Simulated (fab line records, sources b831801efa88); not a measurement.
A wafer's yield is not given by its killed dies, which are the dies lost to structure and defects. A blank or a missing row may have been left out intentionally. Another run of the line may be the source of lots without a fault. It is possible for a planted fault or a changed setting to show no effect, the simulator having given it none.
Comparing a struck lot with a sound one + flow gf180mcu + 2 out of 602 route steps
Sound: the wafers L717.1, L717.5, L717.6. Wafers L732.1, L732.5, L732.6 were the ones struck. The cause is named last.
Order at every step that has rows: each side's tool, ch and its chambers, its first start. Under that, the readings that differ: sound wafers + struck wafers + difference of the means + sigmas: that difference in standard deviations of wafers without a fault.
alike: readings whose means differ by less than 2 such deviations, and words and numbers that are the same on both sides. not compared: withheld readings, readings that some wafer has no value for, bounds like >300 that may hide the same value, and numbers for which the record gives no deviation and whose values overlap.
Wherever a step has rows on one side only, a row that says differs or no value, or a row with sigmas, the two part there. When numbers do not overlap yet have no deviation, they are printed without sigmas and do not part them. Lack of a reading on every wafer of one side parts them only where that side has two or more wafers.

GF_STI_BOW_MEAS_00:
  sound: film metro-04 at day 3 02:00; struck: film metro-02 at day 6 05:00
  alike: INCOMING_BOW
GF_STI_OXIDATION_01: stabilise 600 s, purge 300 s, target thk 10 nm.
  sound on furnace-01 ch 0, day 3 02:42; struck on furnace-02, day 6 05:07
  no value came back on the struck wafers for ox temp c (C), ox temp c max; on the sound wafers ox temp c (C) reads 892.0 892.8 892.2

## WHERE THEY PART
GF_STI_OXIDATION_01 only, going by this record.

WHY: what the simulator had put in
At GF_STI_OXIDATION_01, the step was skipped entirely on furnace-02 from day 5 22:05 on. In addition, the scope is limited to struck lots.
